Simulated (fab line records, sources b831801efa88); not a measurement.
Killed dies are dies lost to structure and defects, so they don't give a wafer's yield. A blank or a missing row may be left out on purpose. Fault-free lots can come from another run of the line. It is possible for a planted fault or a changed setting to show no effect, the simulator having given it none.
2 desks looking at one fault || flow sky130 || every desk sees just its own numbers, and what lay behind them comes last

## THE TOOL OWNER'S DESK: implanter-01
For each lot that ran on this tool, the mean over its sampled wafers that have a number, from the tool's own readings at SKY_LDD_N_IMPLANT_08. A lot is out of limits, marked OUT, if its mean lies more than 4 standard deviations from the usual mean; the brackets give that distance.
Columns: A = dose ions cm2 at SKY_LDD_N_IMPLANT_08, usual 7.503e+13; B = faraday current uA at SKY_LDD_N_IMPLANT_08, usual 422
{"lot": "L171", "first seen here": "day 19 01:59", "A": 7.509e+13, "B": 428}
{"lot": "L180", "first seen here": "day 22 18:50", "A": "6.679e+13 (-99 or more) OUT", "B": "372 (-5.5) OUT"}
{"lot": "L181", "first seen here": "day 22 23:12", "A": "6.683e+13 (-99 or more) OUT", "B": "375 (-5.2) OUT"}
This desk finds L180, L181 out of limits, L180 being first, at day 22 18:50 (dose ions cm2 at SKY_LDD_N_IMPLANT_08). In limits: L171.

## THE METROLOGY DESK
Means of the sampled wafers that have a number, per lot and without regard to the tool the lot ran on: this is what the gauges read. A lot is out of limits, marked OUT, if its mean lies more than 4 standard deviations from the usual mean; the brackets give that distance.
Columns: A = POLY_GATE_OXIDATION_THK at SKY_POLY_GATE_THK_MEAS_21, usual 3.99 nm; B = cd nm at SKY_POLY_GATE_CD_MEAS_22, usual 150 nm; C = LDD_N_OVL at SKY_LDD_N_OVL_MEAS_07, usual 1.4 nm
{"lot": "L171", "first seen here": "day 17 19:49", "A": 4.03, "B": 151, "C": 1.6}
{"lot": "L173", "first seen here": "day 18 22:15", "A": 3.92, "B": 147, "C": 1.0}
{"lot": "L177", "first seen here": "day 20 15:28", "A": 3.89, "B": 151, "C": 1.9}
{"lot": "L180", "first seen here": "day 21 11:19", "A": 3.99, "B": 148, "C": -0.5}
{"lot": "L181", "first seen here": "day 21 15:19", "A": 3.98, "B": 147, "C": 2.3}
{"lot": "L186", "first seen here": "day 23 13:23", "A": 4.02, "B": 152, "C": -2.2}
Finding of this desk: none of the 6 lots has anything out of limits.

## PUT TOGETHER
The tool owner's desk had the chance to raise an alarm at day 22 18:50 on L180, L181.
From the metrology desk's view, nothing was out of limits.
The metrology desk has L180, L181 on record, within its limits.
Every lot named ran SKY_LDD_N_IMPLANT_08 on implanter-01.

## WHAT THE SIMULATOR HAD INSERTED
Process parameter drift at SKY_LDD_N_IMPLANT_08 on implanter-01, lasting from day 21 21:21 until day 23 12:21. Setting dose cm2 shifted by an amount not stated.
Shown lots that were struck: L180, L181.
Hours from the fault's start to each desk's first reading out of limits: the tool owner's desk, 21.
